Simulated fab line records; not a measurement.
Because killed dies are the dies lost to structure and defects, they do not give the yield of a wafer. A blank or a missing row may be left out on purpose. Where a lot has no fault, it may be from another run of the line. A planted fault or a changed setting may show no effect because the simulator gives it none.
A lot that was struck, set against a sound lot | flow sfqLine | 42 steps out of a route of 325
Sound: these wafers, L817.2, L817.3, L817.5. Wafers struck: L831.3, L831.5, L831.6. The cause is named last.
For every step that has rows: the tool of each side, followed by ch and its chambers, followed by its first start. Under that, the readings that differ: sound wafers | struck wafers | difference of the means | sigmas: that difference in standard deviations of wafers without a fault.
alike: same words and numbers on both sides, and readings whose means sit less than 2 such deviations apart. not compared: any withheld reading, any reading some wafer has no value for, any bound like >300 that may hide the same value, and any number with overlapping values for which the record gives no deviation.
Wherever a step has rows on one side only, a row that says differs or no value, or a row with sigmas, the two part there. Numbers that don't overlap but have no deviation are shown without sigmas and don't part them. A reading missing from all wafers of one side parts the sides only when that side holds two or more wafers.

first, 6 steps without rows for these wafers: SFQ_TRILAYER_M0_LITHO_COAT_026 (resist thk 62 nm); SFQ_TRILAYER_M0_LITHO_COAT_021 (resist thk 600 nm); SFQ_TRILAYER_M0_LITHO_SOFTBAKE_025; SFQ_TRILAYER_M0_LITHO_EXPOSE_022 (exposes mask M0, target cd 500 nm); SFQ_TRILAYER_M0_LITHO_PEB_024 (peb time 60 s); SFQ_TRILAYER_M0_LITHO_DEVELOP_023 (time 60 s).
SFQ_M0_OVL_MEAS_906:
  struck on overlay-01, day 19 10:28; sound on overlay-01, day 14 23:05
  alike: M0_OVL
then, 1 step without rows for these wafers: SFQ_TRILAYER_M0_BARC_OPEN_METAL_ETCH_031 (etches BARC in O2, target depth 125 nm, time 41.7 s).
SFQ_TRILAYER_M0_ETCH_METAL_ETCH_024: etches Nb in Cl2/Ar, stops on SiO2, target depth 240 nm, time 120 s.
  sound on rieMetal-03 ch 0,1, day 14 23:11; struck on rieMetal-02 ch 0,1, day 19 10:35
  alike: drypumpMotorCurrentA, oesProductAu
  not compared: rfHoursCounterH
SFQ_TRILAYER_M0_STRIP_STRIP_025: strips in O2.
  sound on rieMetal-03 ch 0,1, day 14 23:19; struck on rieMetal-02 ch 0,1, day 19 10:52
  alike: drypumpMotorCurrentA, oesProductAu
  not compared: rfHoursCounterH
then, 2 steps without rows for these wafers: SFQ_TRILAYER_M0_STRIP_SOLV_CLEAN_026 (cleans in NMP, time 600 s); SFQ_TRILAYER_I0_DEP_PECVD_027 (deposits SiO2 from SiH4/N2O, time 111.11 s, target thk 500 nm).
SFQ_TRILAYER_I0_CMP_CMP_028: polishes SiO2.
  sound on cmp-02 ch 0,1,2, day 15 01:17; struck on cmp-02 ch 0,1,2, day 19 12:31
reading                                            | sound           | struck            | difference | sigmas
timeToEndpointS (s)                                | 214 207 220     | 173 182 186       | -33        | -4
model.SiO2_of_TRILAYER_I0_DEP_PECVD_027.thkNm (nm) | 199.6 198.2 199 | 249.8 251.6 252.7 | +52.4      | 
  alike: motorCurrentA
SFQ_I0_BOW_MEAS_907:
  struck on filmMetro-02, day 19 14:34; sound on filmMetro-02, day 15 03:48
  alike: I0_BOW
SFQ_TRILAYER_I0_METRO_MEASURE_029:
  struck on filmMetro-02, day 19 15:02; sound on filmMetro-02, day 15 04:06
reading    | sound             | struck            | difference | sigmas
thkNm (nm) | 199.5 198.2 199.1 | 250.0 251.8 252.8 | +52.6      | +48
then, 6 steps without rows for these wafers: SFQ_TRILAYER_I0_VIA_LITHO_COAT_036 (resist thk 62 nm); SFQ_TRILAYER_I0_VIA_LITHO_COAT_031 (resist thk 650 nm); SFQ_TRILAYER_I0_VIA_LITHO_SOFTBAKE_035; SFQ_TRILAYER_I0_VIA_LITHO_EXPOSE_032 (exposes mask I0, target cd 500 nm); SFQ_TRILAYER_I0_VIA_LITHO_PEB_034 (peb time 60 s); SFQ_TRILAYER_I0_VIA_LITHO_DEVELOP_033 (time 60 s).
-- the record jumps here: 6 days lie between the struck wafers' starts before and after --
SFQ_I0_OVL_MEAS_908:
  struck on overlay-01, day 25 22:08; sound on overlay-01, day 20 23:47
  alike: I0_OVL
SFQ_TRILAYER_I0_VIA_BARC_OPEN_VIA_ETCH_046: etches BARC in O2, target depth 125 nm, time 41.7 s.
  sound on rieDiel-02 ch 0,1,2, day 20 23:49; struck on rieDiel-02 ch 0,1,3, day 25 22:10
  alike: drypumpMotorCurrentA, oesProductAu
  not compared: rfHoursCounterH
SFQ_TRILAYER_I0_VIA_ETCH_VIA_ETCH_034: etches SiO2 in CHF3, stops on Nb, target depth 260 nm.
  sound on rieDiel-02 ch 0,1,2, day 20 23:51; struck on rieDiel-02 ch 0,1,3, day 25 22:12
reading                      | sound             | struck            | difference | sigmas
oesProductAu (a.u.)          | 0.850 0.850 0.854 | 0.974 0.974 0.977 | +0.124     | +25
model.I0.featureDepthNm (nm) | 199.6 198.2 199   | 249.8 251.6 252.7 | +52.4      | 
model.etch.depthNm (nm)      | 199.6 198.2 199   | 249.8 251.6 252.7 | +52.4      | 
  alike: drypumpMotorCurrentA
then, 3 steps without rows for these wafers: SFQ_TRILAYER_I0_VIA_STRIP_STRIP_035 (strips in O2); SFQ_TRILAYER_I0_VIA_STRIP_SOLV_CLEAN_036 (cleans in NMP, time 600 s); SFQ_TRILAYER_M1_DEP_PRE_CLEAN_038 (time 22.5 s).
SFQ_TRILAYER_M1_DEP_SPUTTER_037: material Nb, target thk 200 nm, time 133.3 s.
  struck on pvdSputter-05, day 25 23:07; sound on pvdSputter-04, day 21 00:46
reading              | sound          | struck         | difference | sigmas
throttleValvePct (%) | 27.8 29.4 29.3 | 32.0 32.0 29.8 | +2.4       | +2
SFQ_M1_RS_MEAS_909: uses a four-point probe to measure.
  struck on filmMetro-03, day 25 23:15; sound on filmMetro-03, day 21 00:53
  alike: M1_NB_RS
then, 6 steps without rows for these wafers: SFQ_TRILAYER_M1_LITHO_COAT_044 (resist thk 62 nm); SFQ_TRILAYER_M1_LITHO_COAT_039 (resist thk 600 nm); SFQ_TRILAYER_M1_LITHO_SOFTBAKE_043; SFQ_TRILAYER_M1_LITHO_EXPOSE_040 (exposes mask M1, target cd 500 nm); SFQ_TRILAYER_M1_LITHO_PEB_042 (peb time 60 s); SFQ_TRILAYER_M1_LITHO_DEVELOP_041 (time 60 s).
-- the record jumps here: 6 days lie between the struck wafers' starts before and after --
SFQ_M1_OVL_MEAS_911:
  struck on overlay-02, day 31 21:16; sound on overlay-01, day 27 00:43
reading     | sound    | struck | difference | sigmas
M1_OVL (nm) | -7 -6 -5 | 9 5 15 | +16        | +2
then, 1 step without rows for these wafers: SFQ_TRILAYER_M1_BARC_OPEN_METAL_ETCH_054 (etches BARC in O2, target depth 125 nm, time 41.7 s).
SFQ_TRILAYER_M1_ETCH_METAL_ETCH_042: etches Nb in Cl2/Ar, stops on SiO2, target depth 240 nm, time 120 s.
  sound on rieMetal-02 ch 0,1, day 27 00:48; struck on rieMetal-04 ch 0,1, day 31 21:24
reading                                            | sound           | struck            | difference | sigmas
model.SiO2_of_TRILAYER_I0_DEP_PECVD_027.thkNm (nm) | 191.6 190.1 191 | 241.7 243.5 244.6 | +52.4      | 
  alike: drypumpMotorCurrentA, oesProductAu
  not compared: rfHoursCounterH
SFQ_TRILAYER_M1_STRIP_STRIP_043: strips in O2.
  sound on rieMetal-02 ch 0,1, day 27 00:56; struck on rieMetal-04 ch 0,1, day 31 21:41
  alike: drypumpMotorCurrentA, oesProductAu
  not compared: rfHoursCounterH
then, 2 steps without rows for these wafers: SFQ_TRILAYER_M1_STRIP_SOLV_CLEAN_044 (cleans in NMP, time 600 s); SFQ_TRILAYER_I1_DEP_PECVD_045 (deposits SiO2 from SiH4/N2O, time 111.11 s, target thk 500 nm).
-- the record jumps here: 56 days lie between the struck wafers' starts before and after --
SFQ_M8_BOW_MEAS_951:
  struck on filmMetro-01, day 88 06:04; sound on filmMetro-02, day 81 20:20
reading                | sound             | struck            | difference | sigmas
model.etest.i0.linkOhm | 1.969 1.986 1.986 | 2.009 2.005 2.026 | +0.033     | 
  alike: M8_BOW

WHERE THEY PART
Last at SFQ_M1_OVL_MEAS_911 as far as this record goes, first at SFQ_TRILAYER_I0_CMP_CMP_028. Later steps at which nothing parts them and some readings are alike: SFQ_TRILAYER_M1_ETCH_METAL_ETCH_042, SFQ_TRILAYER_M1_STRIP_STRIP_043, SFQ_M8_BOW_MEAS_951.

WHY: the cause the simulator had injected
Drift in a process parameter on cmp-02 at SFQ_TRILAYER_I0_CMP_CMP_028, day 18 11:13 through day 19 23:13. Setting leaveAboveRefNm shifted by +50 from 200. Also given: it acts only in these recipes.
